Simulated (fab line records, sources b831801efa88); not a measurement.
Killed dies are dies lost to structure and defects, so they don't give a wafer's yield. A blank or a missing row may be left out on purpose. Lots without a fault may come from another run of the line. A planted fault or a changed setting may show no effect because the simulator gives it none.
Which tool did it? | flow gf180mcu | 6 lots, 18 wafers sampled, at 2 steps of a route of 602

WHAT THE GAUGES READ, wafer by wafer
GF_V1_THK_MEAS_01.
lot  | measured     | on            | V1_CVD_00_THK (nm)
L823 | day 17 21:17 | film_metro-04 | 595 598 605
L824 | day 18 14:01 | film_metro-03 | 585 590 580
L831 | day 20 22:32 | film_metro-03 | 607 603 594
L834 | day 21 14:19 | film_metro-02 | 598 580 584
L836 | day 22 13:23 | film_metro-04 | 591 594 597
L844 | day 24 18:05 | film_metro-03 | 597 604 603

WHICH TOOL RAN EACH LOT (tool, then ch and the chambers of the sampled wafers, then the start)
lot  | GF_M1_STRIP_17
L823 | plasma_asher-04 ch 0,1, day 17 20:41
L824 | plasma_asher-01 ch 0,1, day 18 13:25
L831 | plasma_asher-01 ch 0,1, day 20 21:51
L834 | plasma_asher-01 ch 0,1, day 21 13:41
L836 | plasma_asher-01 ch 0,1, day 22 12:43
L844 | plasma_asher-01 ch 0,1, day 24 17:28
- GF_M1_STRIP_17: strips in O2/N2.

THE ANSWER, worked out from the rows above alone
Rule: what is usual is taken from the lots themselves. Put in order of their means at a reading, lots are off if they are a third of the lots or fewer, leave a main group of 4 or more, and stand apart from it by a gap of 3 or more times the standard deviation of the main group's means; of several such gaps the widest counts. A main group whose means are all the same, to the digits that the tables above print for the reading, isn't used. A lot without any number at a reading at which 4 lots or more have one is off too. The other lots that the step has rows for count as sound.
No lot is off at any reading shown: from this, nothing can be told.

WHAT THE SIMULATOR HAD PUT IN
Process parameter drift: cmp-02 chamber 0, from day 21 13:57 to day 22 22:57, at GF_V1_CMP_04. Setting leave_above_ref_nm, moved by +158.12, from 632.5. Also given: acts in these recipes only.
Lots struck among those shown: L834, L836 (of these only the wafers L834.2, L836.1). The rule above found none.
